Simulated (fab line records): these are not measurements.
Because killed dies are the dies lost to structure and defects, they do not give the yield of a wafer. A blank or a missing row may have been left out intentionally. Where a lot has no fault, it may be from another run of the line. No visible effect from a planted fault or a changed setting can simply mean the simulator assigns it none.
Which tool is to blame? :: flow sky130 :: 11 lots with 32 wafers sampled at 5 steps, on a route of 708 steps

== WHAT THE GAUGES SHOWED, per wafer ==
SKY_VIA4_THK_MEAS_01.
lot: L469
measured: day 41 18:20
on: film-metro-03
VIA4_HDPCVD_THK (nm): 1692 1703 1723

lot: L471
measured: day 42 18:05
on: film-metro-01
VIA4_HDPCVD_THK (nm): 1701 1689 1708

lot: L474
measured: day 43 04:59
on: film-metro-02
VIA4_HDPCVD_THK (nm): 1681 1685 1674

lot: L475
measured: day 43 10:34
on: film-metro-02
VIA4_HDPCVD_THK (nm): 1706 1714 1699

lot: L476
measured: day 44 01:28
on: film-metro-01
VIA4_HDPCVD_THK (nm): 1683 1694 1704

lot: L478
measured: day 44 11:36
on: film-metro-02
VIA4_HDPCVD_THK (nm): 1664 1660 1663

lot: L482
measured: day 45 14:58
on: film-metro-01
VIA4_HDPCVD_THK (nm): 1698 1694

lot: L483
measured: day 45 22:31
on: film-metro-03
VIA4_HDPCVD_THK (nm): 1719 1726 1700

lot: L484
measured: day 46 04:54
on: film-metro-02
VIA4_HDPCVD_THK (nm): 1733 1706 1732

lot: L491
measured: day 48 06:22
on: film-metro-01
VIA4_HDPCVD_THK (nm): 1701 1716 1703

lot: L492
measured: day 48 08:32
on: film-metro-02
VIA4_HDPCVD_THK (nm): 1725 1696 1714

== WHAT TOOL EACH LOT RAN ON (gives the tool, then ch and the chambers of the sampled wafers, and finally the start) ==
lot: L469
SKY_METAL4_SPUTTER_02: pvd-sputter-01, day 39 16:29
SKY_METAL4_ETCH_17: rie-diel-01 ch 0,1,2, day 41 17:22
SKY_METAL4_METAL_ETCH_18: rie-metal-03 ch 0,1, day 41 17:23
SKY_METAL4_STRIP_19: plasma-asher-01 ch 0,1, day 41 17:34

lot: L471
SKY_METAL4_SPUTTER_02: pvd-sputter-04, day 40 17:22
SKY_METAL4_ETCH_17: rie-diel-02 ch 1,2, day 42 17:06
SKY_METAL4_METAL_ETCH_18: rie-metal-03 ch 0,1, day 42 17:10
SKY_METAL4_STRIP_19: plasma-asher-01 ch 0,1, day 42 17:20

lot: L474
SKY_METAL4_SPUTTER_02: pvd-sputter-03, day 41 05:24
SKY_METAL4_ETCH_17: rie-diel-03 ch 0,1,2, day 43 03:58
SKY_METAL4_METAL_ETCH_18: rie-metal-03 ch 0,1, day 43 04:02
SKY_METAL4_STRIP_19: plasma-asher-01 ch 0,1, day 43 04:11

lot: L475
SKY_METAL4_SPUTTER_02: pvd-sputter-01, day 41 11:48
SKY_METAL4_ETCH_17: rie-diel-02 ch 1,2,3, day 43 09:34
SKY_METAL4_METAL_ETCH_18: rie-metal-03 ch 0,1, day 43 09:35
SKY_METAL4_STRIP_19: plasma-asher-04 ch 1, day 43 09:46

lot: L476
SKY_METAL4_SPUTTER_02: pvd-sputter-01, day 42 00:29
SKY_METAL4_ETCH_17: rie-diel-03 ch 0,2,3, day 43 23:59
SKY_METAL4_METAL_ETCH_18: rie-metal-01 ch 0,1, day 44 00:04
SKY_METAL4_STRIP_19: plasma-asher-02 ch 0,1, day 44 00:13

lot: L478
SKY_METAL4_SPUTTER_02: pvd-sputter-01, day 42 13:17
SKY_METAL4_ETCH_17: rie-diel-02 ch 0,1,2, day 44 10:38
SKY_METAL4_METAL_ETCH_18: rie-metal-03 ch 0,1, day 44 10:39
SKY_METAL4_STRIP_19: plasma-asher-04 ch 0,1, day 44 10:50

lot: L482
SKY_METAL4_SPUTTER_02: pvd-sputter-01, day 43 16:57
SKY_METAL4_ETCH_17: rie-diel-01 ch 2,3, day 45 13:55
SKY_METAL4_METAL_ETCH_18: rie-metal-03 ch 0,1, day 45 13:59
SKY_METAL4_STRIP_19: plasma-asher-02 ch 0,1, day 45 14:08

lot: L483
SKY_METAL4_SPUTTER_02: pvd-sputter-04, day 44 01:30
SKY_METAL4_ETCH_17: rie-diel-03 ch 0,1,3, day 45 21:32
SKY_METAL4_METAL_ETCH_18: rie-metal-03 ch 0,1, day 45 21:33
SKY_METAL4_STRIP_19: plasma-asher-01 ch 0,1, day 45 21:44

lot: L484
SKY_METAL4_SPUTTER_02: pvd-sputter-01, day 44 08:01
SKY_METAL4_ETCH_17: rie-diel-03 ch 0,2, day 46 03:45
SKY_METAL4_METAL_ETCH_18: rie-metal-01 ch 1, day 46 03:49
SKY_METAL4_STRIP_19: plasma-asher-02 ch 0,1, day 46 04:07

lot: L491
SKY_METAL4_SPUTTER_02: pvd-sputter-03, day 46 13:40
SKY_METAL4_ETCH_17: rie-diel-02 ch 1,2,3, day 48 05:22
SKY_METAL4_METAL_ETCH_18: rie-metal-03 ch 0,1, day 48 05:23
SKY_METAL4_STRIP_19: plasma-asher-04 ch 0,1, day 48 05:34

lot: L492
SKY_METAL4_SPUTTER_02: pvd-sputter-04, day 46 15:21
SKY_METAL4_ETCH_17: rie-diel-01 ch 0,1,2, day 48 07:34
SKY_METAL4_METAL_ETCH_18: rie-metal-01 ch 0,1, day 48 07:35
SKY_METAL4_STRIP_19: plasma-asher-04 ch 0,1, day 48 07:46
- SKY_METAL4_SPUTTER_02: material AlCu, target thk 735 nm, time 39.1 s.
- SKY_METAL4_ETCH_17: etches SiO2 in C4F8/O2/Ar, stops on TiN, time 3.9 s, target depth 15 nm.
- SKY_METAL4_METAL_ETCH_18: etches the open film in Cl2/BCl3, stops on SiO2, target depth 845 nm, time 183.1 s.
- SKY_METAL4_STRIP_19: strips in O2/N2.

== THE ANSWER, worked out from the rows above alone ==
Rule: the lots themselves supply what counts as usual. Put in order of their means at a reading, lots are off if they are a third of the lots or fewer, leave a main group of 4 or more, and stand apart from it by a gap of 3 or more times the standard deviation of the main group's means; of several such gaps the widest counts. A main group is skipped when, at the precision printed for the reading in the tables above, its means are all equal. A lot without any number at a reading at which 4 lots or more have one is off too. Where the step has rows for the other lots, those lots are counted as sound.
No lot is off at any reading shown: from this, nothing can be told.

== WHAT THE SIMULATOR HAD PUT IN ==
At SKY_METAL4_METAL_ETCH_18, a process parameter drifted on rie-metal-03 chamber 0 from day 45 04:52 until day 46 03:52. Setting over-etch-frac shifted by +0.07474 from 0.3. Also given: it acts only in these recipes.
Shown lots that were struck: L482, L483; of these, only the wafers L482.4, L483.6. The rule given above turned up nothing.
